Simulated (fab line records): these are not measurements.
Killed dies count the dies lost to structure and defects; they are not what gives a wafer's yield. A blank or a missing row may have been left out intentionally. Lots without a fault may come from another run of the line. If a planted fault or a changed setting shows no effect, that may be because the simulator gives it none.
What tool caused it? ; flow sky130 ; at 1 step of a route of 708, 14 lots with 42 wafers sampled

WHAT EACH GAUGE READ, for each wafer
SKY_CAP2M_OVL_MEAS_12.
lot;measured;on;CAP2M_OVL (nm)
L831;day 40 22:33;overlay-02;-2.3 0.4 0.4
L832;day 40 23:02;overlay-02;0.6 -0.4 0.6
L833;day 41 08:47;overlay-02;-0.9 -2.6 -1.3
L835;day 42 04:14;overlay-01;2.5 2.5 4.4
L836;day 42 07:38;overlay-02;1.4 0.8 1.8
L838;day 43 07:05;overlay-02;0.4 -0.1 0.6
L839;day 43 07:53;overlay-01;-1.4 -0.4 -1.7
L840;day 43 09:11;overlay-02;0.5 -1.5 -1.0
L846;day 45 15:59;overlay-02;-3.3 -2.1 -3.9
L848;day 45 18:29;overlay-02;-1.3 -2.2 -0.7
L851;day 46 08:11;overlay-02;0.2 0.9 1.7
L852;day 46 10:53;overlay-02;-1.2 -0.1 0.3
L853;day 47 00:23;overlay-01;0.2 -1.9 -0.7
L854;day 47 03:53;overlay-01;1.7 1.6 2.0

WHICH TOOL RAN EACH LOT (tool, then ch and the chambers of the sampled wafers, then the start)
No process step before these readings appears in the record.

WHAT THE TOOLS THEMSELVES READ (means of the sampled wafers that have a number; where no wafer has one, the mark that the record gives instead)
The record holds no such reading with a usual standard deviation.

THE ANSWER, worked out from the rows above alone
Rule: the usual values come from the lots themselves. Put in order of their means at a reading, lots are off if they are a third of the lots or fewer, leave a main group of 4 or more, and stand apart from it by a gap of 3 or more times the standard deviation of the main group's means; of several such gaps the widest counts. The tables above print the reading to a certain number of digits; a main group whose means all agree to those digits is not used. Also off: a lot with no number at a reading for which 4 or more lots have one. Any other lot the step has rows for is counted as sound. First the gauges in route order, then the tools' own readings, where a lot's mean is used as printed above. At the first step where some lot is off, the reading lying furthest off is the one used; lots without a number count as furthest.
Nothing can be told from this: no lot is off at any reading shown.

WHAT THE SIMULATOR PUT IN
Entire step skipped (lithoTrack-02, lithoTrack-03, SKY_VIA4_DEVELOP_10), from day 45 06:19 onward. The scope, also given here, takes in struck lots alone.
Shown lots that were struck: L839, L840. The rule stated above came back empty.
